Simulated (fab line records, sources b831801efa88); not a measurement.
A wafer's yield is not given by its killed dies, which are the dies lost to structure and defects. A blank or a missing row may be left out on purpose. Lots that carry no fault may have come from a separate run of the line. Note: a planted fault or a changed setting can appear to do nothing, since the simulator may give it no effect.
Comparing a struck lot with a sound one    flow gf180mcu    15 out of 602 route steps
Sound: these wafers, L517.2, L517.4, L517.6. The struck wafers were L521.1, L521.4, L521.6. The cause is given at the end.
Per side, at each step with rows, come the tool, then ch with its chambers, and then its first start. Under that, the readings that differ: sound wafers    struck wafers    difference of the means    sigmas: that difference in standard deviations of wafers without a fault.
alike: readings with means less than 2 such deviations apart, plus words and numbers identical on both sides. not compared: withheld readings, readings lacking a value on some wafer, bounds such as >300 that could conceal the same value, and numbers that have no deviation in the record and whose values overlap.
The two part at a step that has a row with sigmas, a row that says differs or no value, or rows on one side only. Numbers that don't overlap but have no deviation are shown without sigmas and don't part them. Lack of a reading on every wafer of one side parts them only where that side has two or more wafers.

GF_V2_OVL_MEAS_15:
  struck on overlay-01, day 22 16:29; sound on overlay-01, day 21 01:43
  alike: V2_OVL
GF_V2_ETCH_16: etches BARC in N2/H2.
  sound on rieDiel-04 ch 1,3, day 21 01:44; struck on rieDiel-01 ch 0,2, day 22 16:31
  alike: drypumpMotorCurrentA, h2FlowSccm, oesProductAu, throttleValvePct
GF_V2_ETCH_17: etches SiO2 in C4F8/O2/Ar, stops on TiN, target depth 630 nm.
  sound: rieDiel-04 ch 1,3; struck: rieDiel-01 ch 0,2
  alike: oesProductAu
GF_V2_STRIP_18: strips in O2/N2.
  sound on plasmaAsher-03 ch 0,1, day 21 01:52; struck on plasmaAsher-03 ch 0,1, day 22 16:39
  alike: drypumpMotorCurrentA, heaterPowerW, oesProductAu
  not compared: rfHoursCounterH
then, 4 steps without rows for these wafers: GF_V2_STRIP_19 (strips in post etch residue remover, time 1200 s); GF_V2_CLEAN_20 (cleans in DIW); GF_V2_SPUTTER_21 (material Ti, target thk 15 nm, time 80.02 s); GF_V2_SPUTTER_22 (material TiN, target thk 10 nm, time 40 s).
GF_V2_CVD_23: deposits W, target thk 350 nm, time 104.94 s.
  sound on cvdW-01 ch 0,1, day 21 02:32; struck on cvdW-02 ch 0,1, day 22 17:19
  alike: heaterPowerW
GF_V2_RS_MEAS_24: a four-point-probe measurement.
  struck on filmMetro-02, day 22 17:26; sound on filmMetro-01, day 21 02:40
reading           sound              struck             difference  sigmas
V2_W_RS (ohm/sq)  0.334 0.333 0.331  0.322 0.323 0.323  -0.010      -3
GF_V2_THK_MEAS_25: measures by xrf.
  struck on filmMetro-02, day 22 17:33; sound on filmMetro-01, day 21 02:46
reading        sound        struck       difference  sigmas
V2_W_THK (nm)  342 342 342  366 363 363  +22         +3
then, 1 step without rows for these wafers: GF_V2_CMP_26 (polishes, stops on SiO2, t overpolish 15 s, target thk 0 nm).
GF_M3_SPUTTER_00: material Ti, target thk 37.5 nm, time 150 s.
  struck on pvdSputter-01, day 22 17:55; sound on pvdSputter-02, day 21 03:07
reading                               sound              struck             difference  sigmas
model.Ti_of_M3_SPUTTER_00.thkNm (nm)  37.76 37.57 37.87  15.58 16.16 16.14  -21.77      
  alike: throttleValvePct
GF_M3_SPUTTER_01: material TiN, target thk 30 nm, time 25 s.
  struck on pvdSputter-01, day 22 18:01; sound on pvdSputter-02, day 21 03:13
  alike: throttleValvePct
-- the record jumps here: 8 days lie between the struck wafers' starts before and after (it left off in module M3 and takes up again in module PASSIVATION, whose first step shown is number 602 of the route) --
GF_PASSIVATION_PROBE_99:
  the record has rows for the struck wafers here (prober-02, day 30 22:19) and none for the sound ones

== WHERE THEY PART ==
First at GF_V2_RS_MEAS_24; last, within this record, at GF_PASSIVATION_PROBE_99.

WHY: what had been put in by the simulator
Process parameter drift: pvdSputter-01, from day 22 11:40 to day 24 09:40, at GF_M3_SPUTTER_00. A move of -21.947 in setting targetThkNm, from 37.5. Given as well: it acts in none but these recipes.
